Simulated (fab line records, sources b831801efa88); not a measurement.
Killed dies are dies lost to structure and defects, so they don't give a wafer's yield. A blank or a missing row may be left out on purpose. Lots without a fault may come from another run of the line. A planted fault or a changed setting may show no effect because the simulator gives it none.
Tool commonality check | flow sky130 | 12 lots, 36 wafers sampled

WHY IT WAS OPENED
At SKY_LDD_P_TW_MEAS_11 the reading LDD_P_TW is flagged on 2 of 12 lots. Wafers without a fault read 644, standard deviation 5.2.
Rule: a lot is flagged when every wafer of it that has a number lies more than 4 standard deviations from that mean, or none has a number. The other lots count as sound.

lot  | measured     | on            | LDD_P_TW, wafer by wafer | flag
L684 | day 19 17:21 | film_metro-02 | 642 645 638              |
L685 | day 20 01:41 | film_metro-01 | 646 643 644              |
L686 | day 20 16:48 | film_metro-02 | 639 632 639              |
L687 | day 21 01:28 | film_metro-01 | 652 653 654              |
L688 | day 21 06:44 | film_metro-04 | 642 641 648              |
L689 | day 21 21:32 | film_metro-02 | 633 633 637              |
L690 | day 22 05:32 | film_metro-02 | 638 635 637              |
L697 | day 24 13:51 | film_metro-01 | 402 405 403              | FLAGGED
L698 | day 24 22:22 | film_metro-01 | 404 406 406              | FLAGGED
L702 | day 26 12:46 | film_metro-01 | 653 648 650              |
L704 | day 27 11:32 | film_metro-02 | 636 638 638              |
L705 | day 28 05:22 | film_metro-01 | 648 653 649              |
The numbers of the flagged lots are 404 on average: -240 against the usual, or -46 standard deviations.

WHICH TOOL RAN EACH LOT
The record holds 1 process step before the reading, out of a route of 708 steps. In each cell: the tool, then ch and the chambers that the sampled wafers went through, then the start.
lot  | flag    | SKY_LDD_P_IMPLANT_09
L684 |         | implanter-03 ch 0, day 19 17:07
L685 |         | implanter-03 ch 0, day 20 01:26
L686 |         | implanter-03 ch 0, day 20 16:35
L687 |         | implanter-03 ch 0, day 21 01:16
L688 |         | implanter-02 ch 0, day 21 06:29
L689 |         | implanter-01 ch 0, day 21 21:17
L690 |         | implanter-01 ch 0, day 22 05:19
L697 | FLAGGED | implanter-03 ch 0, day 24 13:36
L698 | FLAGGED | implanter-03 ch 0, day 24 22:07
L702 |         | implanter-02 ch 0, day 26 12:32
L704 |         | implanter-01 ch 0, day 27 11:17
L705 |         | implanter-01 ch 0, day 28 05:08
What these steps do:
- SKY_LDD_P_IMPLANT_09
- SKY_LDD_P_TW_MEAS_11

FLAGGED OVER TOTAL, TOOL BY TOOL (the gauges that took the reading come last)
step                 | tool          | lots run | flagged | share of the flagged lots | sound lots run after its first flagged lot
SKY_LDD_P_IMPLANT_09 | implanter-01  | 4        | 0       | none                      | -
SKY_LDD_P_IMPLANT_09 | implanter-02  | 2        | 0       | none                      | -
SKY_LDD_P_IMPLANT_09 | implanter-03  | 6        | 2       | all                       | 0
SKY_LDD_P_TW_MEAS_11 | film_metro-01 | 6        | 2       | all                       | 2 (L702,L705)
SKY_LDD_P_TW_MEAS_11 | film_metro-02 | 5        | 0       | none                      | -
SKY_LDD_P_TW_MEAS_11 | film_metro-04 | 1        | 0       | none                      | -

WHAT THE TABLE ALLOWS
2 rows of the table ran every flagged lot: implanter-03 at SKY_LDD_P_IMPLANT_09, film_metro-01 at SKY_LDD_P_TW_MEAS_11.
- implanter-03 at SKY_LDD_P_IMPLANT_09: 2 of its 6 lots flagged. Its last sound lot is L687 (day 21 01:16), its first flagged lot L697 (day 24 13:36): a fault that began between those two fits. Its own readings lie more than 4 standard deviations out on every wafer of the flagged lots: dose_ions_cm2, faraday_current_uA.
- film_metro-01 at SKY_LDD_P_TW_MEAS_11: 2 of its 6 lots flagged. Sound lots ran on it after the first flagged one (L702, L705), which a lasting fault on the whole tool wouldn't allow.
One tool is left: implanter-03 at SKY_LDD_P_IMPLANT_09.

WHAT THE SIMULATOR HAD PUT IN
Process parameter drift: implanter-03, from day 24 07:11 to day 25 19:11, at SKY_LDD_P_IMPLANT_09. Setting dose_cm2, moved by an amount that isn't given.
Lots struck among those shown: L697, L698. The rule above found the same.
